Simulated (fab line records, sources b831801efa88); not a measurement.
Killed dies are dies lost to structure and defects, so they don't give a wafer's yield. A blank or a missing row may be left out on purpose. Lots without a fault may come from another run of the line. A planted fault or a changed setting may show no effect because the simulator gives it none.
Chamber matching | flow gf180mcu | GF_SAB_ETCH_11 on rie_diel-01: 4 sister chambers
The step etches SiO2 in C4F8/O2/Ar, target depth 55 nm, time 8.5 s. 4 wafers are shown with their chamber, then 7 later ones without.

WAFERS WITH THEIR CHAMBER
wafer  | chamber | oes_product_au (a.u.)
L675.6 | 0       | 1.009
L677.1 | 2       | 0.987
L678.3 | 1       | 1.013
L678.4 | 3       | 0.993

WAFERS WITHOUT THEIR CHAMBER
wafer  | oes_product_au (a.u.)
L678.6 | 1.009
L679.1 | 1.019
L679.3 | 1.016
L679.5 | 1.005
L684.1 | 1.023
L684.3 | 1.002
L684.5 | 1.016

WHICH CHAMBER EACH WENT THROUGH
wafer  | from the rows above               | in truth
L678.6 | can't be placed: 0 or 1           | 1
L679.1 | can't be placed: 1 or 0           | 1
L679.3 | can't be placed: 1 or 0           | 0
L679.5 | can't be placed: 0 or 1 or 3      | 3
L684.1 | can't be placed: 1 or 0           | 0
L684.3 | can't be placed: 0 or 3 or 1 or 2 | 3
L684.5 | can't be placed: 1 or 0           | 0
Placed correctly: 0 of 7. Can't be placed from these rows: 7 (the true chamber is among the candidates in 7). Placed wrongly: 0.
How it was worked out, from the rows above alone: a wafer's distance from a chamber is the root of the sum, over the readings, of the square of ((its reading less the chamber's mean) divided by the reading's scatter). The wafer belongs to the nearest chamber; if the next one is less than 2 further off, it can't be placed. A chamber's mean is the mean of its shown wafers. The scatter: with one shown wafer a chamber, the root of the mean of the squares of how far each hidden wafer lies from its nearest shown one.
